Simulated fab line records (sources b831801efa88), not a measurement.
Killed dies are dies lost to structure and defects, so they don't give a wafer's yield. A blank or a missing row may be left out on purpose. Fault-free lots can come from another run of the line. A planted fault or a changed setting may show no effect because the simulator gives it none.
The tool behind it: which one? + flow gf180mcu + 72 wafers from 24 lots sampled at 6 of the route's 602 steps

== WHAT THE GAUGES SHOWED, per wafer ==
GF_POLY_GATE_CD_MEAS_10: target cd 280 nm. Usual: 279.9 nm for cd-nm, sd 1.6.
| lot  | measured     | on        | cd-nm (nm)        | flag |
|------|--------------|-----------|-------------------|------|
| L074 | day 9 02:02  | cd-sem-02 | 278.2 278.4 278.0 |      |
| L075 | day 9 07:46  | cd-sem-02 | 281.7 281.2 281.1 |      |
| L076 | day 9 15:46  | cd-sem-02 | 281.3 280.8 279.9 |      |
| L077 | day 10 01:35 | cd-sem-02 | 280.4 280.6 279.9 |      |
| L078 | day 10 08:58 | cd-sem-02 | 280.0 279.7 280.4 |      |
| L079 | day 10 21:26 | cd-sem-02 | 280.4 279.7 280.1 |      |
| L080 | day 11 04:07 | cd-sem-02 | 282.8 284.4 281.6 |      |
| L081 | day 11 09:31 | cd-sem-02 | 281.1 281.8 280.6 |      |
| L082 | day 11 22:44 | cd-sem-02 | 279.9 281.0 280.2 |      |
| L083 | day 12 05:25 | cd-sem-01 | 281.4 280.5 281.8 |      |
| L084 | day 12 08:56 | cd-sem-01 | 279.6 278.5 278.5 |      |
| L085 | day 12 12:06 | cd-sem-02 | 280.3 280.6 279.4 |      |
| L086 | day 12 18:23 | cd-sem-01 | 281.0 281.2 281.5 |      |
| L087 | day 13 01:37 | cd-sem-01 | 278.6 280.1 280.7 |      |
| L088 | day 13 11:30 | cd-sem-01 | 279.9 279.2 279.5 |      |
| L089 | day 13 14:18 | cd-sem-02 | 280.1 281.5 280.1 |      |
| L090 | day 13 22:10 | cd-sem-01 | 279.6 278.5 277.8 |      |
| L091 | day 14 03:56 | cd-sem-02 | 278.6 278.6 278.2 |      |
| L092 | day 14 11:22 | cd-sem-01 | 279.3 280.1 279.5 |      |
| L093 | day 14 20:37 | cd-sem-01 | 274.7 275.9 276.7 |      |
| L094 | day 15 02:20 | cd-sem-02 | 277.9 277.7 277.9 |      |
| L095 | day 15 15:49 | cd-sem-01 | 281.5 282.0 281.9 |      |
| L096 | day 15 18:20 | cd-sem-02 | 280.6 280.8 280.8 |      |
| L097 | day 16 00:55 | cd-sem-01 | 277.3 278.5 277.4 |      |

GF_HV_LDD_OVL_MEAS_20. Usual: HV_LDD_01_OVL gives -0.5 nm (standard deviation 1.5).
| lot  | measured     | on         | HV_LDD_01_OVL (nm) | flag |
|------|--------------|------------|--------------------|------|
| L074 | day 10 15:22 | overlay-02 | -0.1 -2.3 -1.5     |      |
| L075 | day 10 21:12 | overlay-01 | 1.3 1.0 0.2        |      |
| L076 | day 11 05:32 | overlay-01 | -1.1 -2.0 -3.0     |      |
| L077 | day 11 17:29 | overlay-02 | 2.6 2.0 2.1        |      |
| L078 | day 12 03:19 | overlay-02 | -2.3 -2.4 -2.7     |      |
| L079 | day 12 14:11 | overlay-01 | -0.8 -2.6 -1.0     |      |
| L080 | day 12 20:23 | overlay-02 | -1.4 0.7 1.0       |      |
| L081 | day 13 01:47 | overlay-01 | -0.8 -1.8 -1.7     |      |
| L082 | day 13 15:41 | overlay-01 | -1.7 -1.6 -0.3     |      |
| L083 | day 13 22:56 | overlay-01 | 2.0 0.3 1.9        |      |
| L084 | day 14 02:30 | overlay-01 | 0.4 0.2 0.2        |      |
| L085 | day 14 05:58 | overlay-02 | -0.4 0.4 -1.6      |      |
| L086 | day 14 13:17 | overlay-02 | -0.9 2.3 -0.5      |      |
| L087 | day 14 21:02 | overlay-01 | 0.4 1.2 2.9        |      |
| L088 | day 15 07:14 | overlay-01 | -0.9 0.1 -0.5      |      |
| L089 | day 15 12:49 | overlay-02 | -1.2 -0.2 -0.5     |      |
| L090 | day 15 19:09 | overlay-01 | -1.9 -2.5 -2.1     |      |
| L091 | day 16 01:36 | overlay-02 | 2.6 2.5 1.5        |      |
| L092 | day 16 08:29 | overlay-01 | -1.4 -0.9 -0.6     |      |
| L093 | day 16 18:26 | overlay-02 | -3.9 -2.0 -1.0     |      |
| L094 | day 17 01:26 | overlay-02 | 0.1 0.0 0.2        |      |
| L095 | day 17 15:41 | overlay-01 | 1.4 -0.6 2.2       |      |
| L096 | day 17 20:35 | overlay-01 | -1.3 -1.8 -2.3     |      |
| L097 | day 18 02:47 | overlay-01 | -1.1 -1.1 -1.8     |      |

GF_HV_LDD_THK_MEAS_57. Usual: HV_LDD_CVD_56_THK gives 89.7 nm (standard deviation 0.79).
| lot  | measured     | on            | HV_LDD_CVD_56_THK (nm) | flag |
|------|--------------|---------------|------------------------|------|
| L074 | day 12 07:44 | film-metro-02 | 89.9 89.2 90.7         |      |
| L075 | day 12 16:01 | film-metro-01 | 88.8 88.6 88.3         |      |
| L076 | day 13 00:58 | film-metro-02 | 89.8 90.7 90.0         |      |
| L077 | day 13 12:14 | film-metro-02 | 90.7 90.3 91.3         |      |
| L078 | day 13 21:40 | film-metro-03 | 88.7 89.0 88.3         |      |
| L079 | day 14 10:29 | film-metro-03 | 90.0 90.9 90.4         |      |
| L080 | day 14 17:59 | film-metro-01 | 90.0 89.6 90.1         |      |
| L081 | day 14 23:35 | film-metro-02 | 90.3 89.7 90.6         |      |
| L082 | day 15 14:59 | film-metro-02 | 90.0 89.9 90.3         |      |
| L083 | day 15 23:26 | film-metro-03 | 89.1 89.5 88.9         |      |
| L084 | day 16 01:11 | film-metro-02 | 90.2 89.9 90.0         |      |
| L085 | day 16 04:23 | film-metro-03 | 89.2 88.5 89.2         |      |
| L086 | day 16 12:36 | film-metro-02 | 89.2 89.3 88.9         |      |
| L087 | day 16 20:20 | film-metro-01 | 89.3 89.3 89.3         |      |
| L088 | day 17 07:42 | film-metro-01 | 91.5 92.0 91.4         |      |
| L089 | day 17 13:51 | film-metro-02 | 89.0 89.1 89.1         |      |
| L090 | day 17 19:44 | film-metro-01 | 90.5 89.8 90.0         |      |
| L091 | day 18 02:37 | film-metro-02 | 90.0 89.0 89.2         |      |
| L092 | day 18 13:35 | film-metro-03 | 89.8 89.4 89.7         |      |
| L093 | day 18 21:01 | film-metro-03 | 89.7 89.2 89.7         |      |
| L094 | day 19 03:29 | film-metro-01 | 89.2 88.7 88.1         |      |
| L095 | day 19 20:14 | film-metro-03 | 89.5 89.5 89.6         |      |
| L096 | day 20 02:59 | film-metro-03 | 90.2 89.9 90.4         |      |
| L097 | day 20 08:01 | film-metro-03 | 91.1 91.4 90.2         |      |

GF_NSD_OVL_MEAS_08. Usual: NSD_OVL gives -0.8 nm (standard deviation 1.3).
| lot  | measured     | on         | NSD_OVL (nm)   | flag |
|------|--------------|------------|----------------|------|
| L074 | day 13 03:17 | overlay-01 | -0.9 -2.4 -2.2 |      |
| L075 | day 13 12:05 | overlay-01 | -3.3 -3.1 -2.8 |      |
| L076 | day 13 21:38 | overlay-02 | -2.6 -0.2 0.1  |      |
| L077 | day 14 08:43 | overlay-01 | -0.8 0.2 0.2   |      |
| L078 | day 14 17:56 | overlay-02 | -1.1 -0.8 -1.2 |      |
| L079 | day 15 07:50 | overlay-01 | -0.7 -0.8 -1.6 |      |
| L080 | day 15 15:29 | overlay-02 | -3.0 -1.7 -0.7 |      |
| L081 | day 15 21:33 | overlay-01 | -1.7 -0.6 0.4  |      |
| L082 | day 16 12:50 | overlay-02 | -0.6 -1.1 -0.3 |      |
| L083 | day 16 22:05 | overlay-02 | 1.0 1.5 0.8    |      |
| L084 | day 16 22:41 | overlay-02 | -1.1 -1.7 -2.5 |      |
| L085 | day 17 03:11 | overlay-02 | -0.6 -0.2 -3.1 |      |
| L086 | day 17 11:00 | overlay-02 | -1.6 -1.1 -0.8 |      |
| L087 | day 17 19:23 | overlay-01 | 1.6 3.1 1.5    |      |
| L088 | day 18 07:56 | overlay-01 | -0.7 -1.4 -1.6 |      |
| L089 | day 18 13:37 | overlay-01 | 0.1 0.7 -0.1   |      |
| L090 | day 18 19:38 | overlay-02 | -1.1 -0.2 -2.0 |      |
| L091 | day 19 02:35 | overlay-01 | 0.0 0.8 0.3    |      |
| L092 | day 19 13:52 | overlay-02 | -2.3 -2.5 -1.7 |      |
| L093 | day 19 22:13 | overlay-01 | -2.1 -0.6 -0.8 |      |
| L094 | day 20 03:59 | overlay-02 | -1.3 1.6 1.4   |      |
| L095 | day 20 20:14 | overlay-02 | -1.5 -1.6 -1.2 |      |
| L096 | day 21 03:14 | overlay-02 | -0.9 -2.8 -2.7 |      |
| L097 | day 21 07:48 | overlay-02 | 1.5 1.4 1.0    |      |

GF_NSD_TW_MEAS_12. Usual: NSD_TW gives 4250 (standard deviation 79).
| lot  | measured     | on            | NSD_TW         | flag |
|------|--------------|---------------|----------------|------|
| L074 | day 13 03:43 | film-metro-02 | 4316 4341 4327 |      |
| L075 | day 13 12:32 | film-metro-03 | 4121 4109 4126 |      |
| L076 | day 13 22:05 | film-metro-02 | 4312 4370 4349 |      |
| L077 | day 14 09:10 | film-metro-03 | 4160 4145 4147 |      |
| L078 | day 14 18:22 | film-metro-04 | 4287 4249 4272 |      |
| L079 | day 15 08:16 | film-metro-02 | 4311 4317 4324 |      |
| L080 | day 15 15:55 | film-metro-02 | 4336 4315 4323 |      |
| L081 | day 15 21:59 | film-metro-02 | 4339 4354 4341 |      |
| L082 | day 16 13:17 | film-metro-03 | 4144 4160 4175 |      |
| L083 | day 16 22:31 | film-metro-02 | 4300 4333 4352 |      |
| L084 | day 16 23:08 | film-metro-02 | 4350 4333 4343 |      |
| L085 | day 17 03:37 | film-metro-03 | 4139 4138 4156 |      |
| L086 | day 17 11:26 | film-metro-04 | 4240 4237 4250 |      |
| L087 | day 17 19:49 | film-metro-04 | 4240 4231 4239 |      |
| L088 | day 18 08:22 | film-metro-02 | 4331 4330 4331 |      |
| L089 | day 18 14:04 | film-metro-04 | 4190 4221 4242 |      |
| L090 | day 18 20:04 | film-metro-03 | 4120 4121 4109 |      |
| L091 | day 19 03:02 | film-metro-02 | 4321 4319 4298 |      |
| L092 | day 19 14:19 | film-metro-03 | 4145 4144 4133 |      |
| L093 | day 19 22:40 | film-metro-04 | 4238 4256 4239 |      |
| L094 | day 20 04:25 | film-metro-03 | 4168 4139 4170 |      |
| L095 | day 20 20:40 | film-metro-04 | 4209 4235 4218 |      |
| L096 | day 21 03:40 | film-metro-02 | 4335 4327 4333 |      |
| L097 | day 21 08:14 | film-metro-04 | 4257 4233 4243 |      |

== WHICH TOOL RAN EACH LOT (tool, then ch and the chambers of the sampled wafers, then the start) ==
| lot  | GF_HV_LDD_STRIP_37                   |
|------|--------------------------------------|
| L074 | plasma-asher-01 ch 0,1, day 11 09:34 |
| L075 | plasma-asher-04 ch 0,1, day 11 16:14 |
| L076 | plasma-asher-04 ch 0,1, day 12 00:35 |
| L077 | plasma-asher-03 ch 0,1, day 12 13:17 |
| L078 | plasma-asher-04 ch 0,1, day 12 22:52 |
| L079 | plasma-asher-03 ch 0,1, day 13 10:23 |
| L080 | plasma-asher-01 ch 0,1, day 13 17:26 |
| L081 | plasma-asher-04 ch 0,1, day 13 22:39 |
| L082 | plasma-asher-04 ch 0,1, day 14 13:22 |
| L083 | plasma-asher-03 ch 0,1, day 14 20:46 |
| L084 | plasma-asher-03 ch 0,1, day 15 00:49 |
| L085 | plasma-asher-04 ch 0,1, day 15 03:46 |
| L086 | plasma-asher-04 ch 0,1, day 15 11:42 |
| L087 | plasma-asher-01 ch 0,1, day 15 19:13 |
| L088 | plasma-asher-04 ch 0,1, day 16 05:41 |
| L089 | plasma-asher-03 ch 0,1, day 16 11:32 |
| L090 | plasma-asher-01 ch 0,1, day 16 17:55 |
| L091 | plasma-asher-04 ch 0,1, day 17 00:17 |
| L092 | plasma-asher-01 ch 0,1, day 17 08:35 |
| L093 | plasma-asher-04 ch 0,1, day 17 18:22 |
| L094 | plasma-asher-01 ch 0,1, day 18 00:52 |
| L095 | plasma-asher-03 ch 0,1, day 18 16:37 |
| L096 | plasma-asher-01 ch 0,1, day 18 21:44 |
| L097 | plasma-asher-01 ch 0,1, day 19 03:38 |
- GF_HV_LDD_STRIP_37: strips in O2/N2.

== WHAT THE TOOLS THEMSELVES READ (means of the sampled wafers that have a number; where no wafer has one, the mark that the record gives instead) ==
GF_HV_LDD_STRIP_37. Usual: drypump-motor-current-A 5.7 A, standard deviation 0.46; heater-power-w 326 W, standard deviation 35; o2-flow-sccm 3000 sccm, standard deviation 8.9; oes-product-au 0.716 a.u., standard deviation 0.0046; strip-time-to-endpoint-s 12.62 s, standard deviation 0.035.
| lot  | tool            | drypump-motor-current-A (A) | heater-power-w (W) | o2-flow-sccm (sccm) | oes-product-au (a.u.) | strip-time-to-endpoint-s (s) | flag |
|------|-----------------|-----------------------------|--------------------|---------------------|-----------------------|------------------------------|------|
| L074 | plasma-asher-01 | 5.4                         | 328                | 2999                | 0.716                 | 12.63                        |      |
| L075 | plasma-asher-04 | 6.0                         | 301                | 3011                | 0.716                 | 12.60                        |      |
| L076 | plasma-asher-04 | 6.0                         | 299                | 3001                | 0.713                 | 12.67                        |      |
| L077 | plasma-asher-03 | 6.0                         | 343                | 2997                | 0.718                 | 12.66                        |      |
| L078 | plasma-asher-04 | 5.7                         | 305                | 3003                | 0.714                 | 12.65                        |      |
| L079 | plasma-asher-03 | 6.1                         | 351                | 3006                | 0.718                 | 12.62                        |      |
| L080 | plasma-asher-01 | 5.4                         | 330                | 2994                | 0.717                 | 12.64                        |      |
| L081 | plasma-asher-04 | 6.0                         | 299                | 2994                | 0.715                 | 12.64                        |      |
| L082 | plasma-asher-04 | 5.7                         | 304                | 3000                | 0.716                 | 12.66                        |      |
| L083 | plasma-asher-03 | 6.1                         | 347                | 2997                | 0.723                 | 12.72                        |      |
| L084 | plasma-asher-03 | 6.0                         | 348                | 2995                | 0.717                 | 12.60                        |      |
| L085 | plasma-asher-04 | 6.0                         | 296                | 2994                | 0.714                 | 12.62                        |      |
| L086 | plasma-asher-04 | 5.7                         | 306                | 2999                | 0.715                 | 12.57                        |      |
| L087 | plasma-asher-01 | 5.4                         | 327                | 3007                | 0.715                 | 12.62                        |      |
| L088 | plasma-asher-04 | 6.1                         | 303                | 3001                | 0.714                 | 12.61                        |      |
| L089 | plasma-asher-03 | 6.0                         | 330                | 3002                | 0.718                 | 12.60                        |      |
| L090 | plasma-asher-01 | 5.4                         | 330                | 3003                | 0.714                 | 12.63                        |      |
| L091 | plasma-asher-04 | 6.1                         | 298                | 2997                | 0.720                 | 12.58                        |      |
| L092 | plasma-asher-01 | 5.3                         | 361                | 3006                | 0.715                 | 12.63                        |      |
| L093 | plasma-asher-04 | 6.0                         | 296                | 3001                | 0.717                 | 12.61                        |      |
| L094 | plasma-asher-01 | 5.3                         | 358                | 3002                | 0.716                 | 12.62                        |      |
| L095 | plasma-asher-03 | 6.0                         | 332                | 2988                | 0.715                 | 12.62                        |      |
| L096 | plasma-asher-01 | 5.3                         | 353                | 2996                | 0.714                 | 12.59                        |      |
| L097 | plasma-asher-01 | 5.4                         | 324                | 2998                | 0.717                 | 12.60                        |      |

== THE ANSWER, worked out from the rows above alone ==
Rule: a lot counts as off when the mean over its wafers that have a number is more than 3 standard deviations away from the usual mean. Also off: a lot with no number at a reading for which 4 or more lots have one. Any other lot the step has rows for is counted as sound. First the gauges in route order, then the tools' own readings, where a lot's mean is used as printed above. At the first step where some lot is off, the reading lying furthest off is the one used; lots without a number count as furthest.
None of the lots is off at any reading shown; this tells nothing.

== WHAT THE SIMULATOR HAD INSERTED ==
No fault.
